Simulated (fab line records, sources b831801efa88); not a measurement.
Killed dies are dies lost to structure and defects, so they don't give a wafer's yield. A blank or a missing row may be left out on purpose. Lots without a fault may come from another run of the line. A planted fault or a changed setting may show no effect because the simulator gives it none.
Chamber matching | flow gf180mcu | GF_V3_ETCH_16 on rie_diel-03: 4 sister chambers
The step etches BARC in N2/H2. 8 wafers are shown with their chamber, then 12 later ones without.

WAFERS WITH THEIR CHAMBER
wafer  | chamber | oes_product_au (a.u.) | throttle_valve_pct (%)
L082.1 | 3       | 0.861                 | 13.242
L082.4 | 3       | 0.854                 | 13.234
L087.3 | 0       | 0.857                 | 13.226
L089.2 | 2       | 0.856                 | 13.211
L089.5 | 1       | 0.853                 | 13.229
L091.1 | 0       | 0.862                 | 13.228
L091.2 | 1       | 0.853                 | 13.228
L091.3 | 2       | 0.855                 | 13.239

WAFERS WITHOUT THEIR CHAMBER
wafer  | oes_product_au (a.u.) | throttle_valve_pct (%)
L092.1 | 0.853                 | 13.227
L092.2 | 0.860                 | 13.244
L092.3 | 0.852                 | 13.240
L092.4 | 0.854                 | 13.216
L092.5 | 0.851                 | 13.239
L092.6 | 0.855                 | 13.214
L093.1 | 0.851                 | 13.227
L093.2 | 0.848                 | 13.229
L093.5 | 0.852                 | 13.236
L095.1 | 0.857                 | 13.221
L095.5 | 0.849                 | 13.232
L095.6 | 0.854                 | 13.228

WHICH CHAMBER EACH WENT THROUGH
wafer  | from the rows above               | in truth
L092.1 | can't be placed: 1 or 2 or 3 or 0 | 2
L092.2 | can't be placed: 3 or 0 or 2 or 1 | 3
L092.3 | can't be placed: 1 or 3 or 2 or 0 | 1
L092.4 | can't be placed: 2 or 1 or 0 or 3 | 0
L092.5 | can't be placed: 1 or 2 or 3 or 0 | 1
L092.6 | can't be placed: 2 or 1 or 0 or 3 | 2
L093.1 | can't be placed: 1 or 2 or 3      | 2
L093.2 | can't be placed: 1 or 2 or 3      | 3
L093.5 | can't be placed: 1 or 2 or 3 or 0 | 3
L095.1 | can't be placed: 2 or 0 or 1 or 3 | 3
L095.5 | can't be placed: 1 or 2 or 3      | 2
L095.6 | can't be placed: 1 or 2 or 3 or 0 | 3
Placed correctly: 0 of 12. Can't be placed from these rows: 12 (the true chamber is among the candidates in 12). Placed wrongly: 0.
How it was worked out, from the rows above alone: a wafer's distance from a chamber is the root of the sum, over the readings, of the square of ((its reading less the chamber's mean) divided by the reading's scatter). The wafer belongs to the nearest chamber; if the next one is less than 2 further off, it can't be placed. A chamber's mean is the mean of its shown wafers. The scatter: the root of (the sum of the squares of (reading less its chamber's mean) over the shown wafers, divided by (wafers less chambers)).
